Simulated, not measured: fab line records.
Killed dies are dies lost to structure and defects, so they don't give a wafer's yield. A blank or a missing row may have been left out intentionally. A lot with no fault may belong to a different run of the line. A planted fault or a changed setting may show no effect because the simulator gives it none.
The same fault as seen by 2 desks -- flow sfq_line -- every desk sees just its own numbers, and what lay behind them comes last

THE TOOL OWNER'S DESK: rie_diel-02
The tool's own readings at SFQ_TRILAYER_I2_VIA_BARC_OPEN_VIA_ETCH_096 (etches BARC in O2, target depth 125 nm, time 41.7 s): means of the sampled wafers that have a number, for each lot that ran on this tool. Any lot whose mean is over 4 standard deviations away from the usual mean is out of limits and marked OUT; that distance is given in the brackets.
Columns: A = bias_w at SFQ_TRILAYER_I2_VIA_BARC_OPEN_VIA_ETCH_096, usual 80.03 W; B = drypump_motor_current_A at SFQ_TRILAYER_I2_VIA_BARC_OPEN_VIA_ETCH_096, usual 5.6 A; C = oes_product_au at SFQ_TRILAYER_I2_VIA_BARC_OPEN_VIA_ETCH_096, usual 0.685 a.u.; D = run_length_s at SFQ_TRILAYER_I2_VIA_BARC_OPEN_VIA_ETCH_096, usual 70.0 s
lot,first seen here,A,B,C,D
L241,day 30 15:18,80.27,5.7,0.689,69.9
L252,day 39 23:43,80.05,5.3,0.640 (-9.0) OUT,78.9 (+20) OUT
L253,day 40 10:31,80.06,5.7,0.601 (-17) OUT,88.7 (+41) OUT
This desk finds L252, L253 out of limits, L252 being first, at day 39 23:43 (oes_product_au at SFQ_TRILAYER_I2_VIA_BARC_OPEN_VIA_ETCH_096). L241 stayed within limits.

FROM THE METROLOGY DESK
Means of the sampled wafers that have a number, per lot and without regard to the tool the lot ran on: this is what the gauges read. Any lot whose mean is over 4 standard deviations away from the usual mean is out of limits and marked OUT; that distance is given in the brackets.
Columns: A = I2_BOW at SFQ_I2_BOW_MEAS_917, usual 1 um; B = I2_OVL at SFQ_I2_OVL_MEAS_918, usual 1 nm
lot,first seen here,A,B
L241,day 24 19:25,1,-3
L243,day 33 08:30,-1,-6
L252,day 34 08:30,-1,-3
L253,day 34 17:30,-2,1
L259,day 36 01:55,-0,7
L260,day 36 07:56,-0,-1
This desk's verdict: no lot among the 6 shows anything out of limits.

ALL TOGETHER
An alarm could have come from the tool owner's desk at day 39 23:43, on L252, L253.
From the metrology desk's view, nothing was out of limits.
The metrology desk has L252, L253 on record, within its limits.
On rie_diel-02, each named lot ran SFQ_TRILAYER_I2_VIA_BARC_OPEN_VIA_ETCH_096.

WHAT WAS PUT IN BY THE SIMULATOR
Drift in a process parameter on rie_diel-02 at SFQ_TRILAYER_I2_VIA_BARC_OPEN_VIA_ETCH_096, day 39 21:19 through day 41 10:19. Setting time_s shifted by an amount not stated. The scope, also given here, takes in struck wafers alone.
Lots struck among those shown: L252, L253.
Hours from the fault's start to each desk's first reading out of limits: the tool owner's desk, 2.
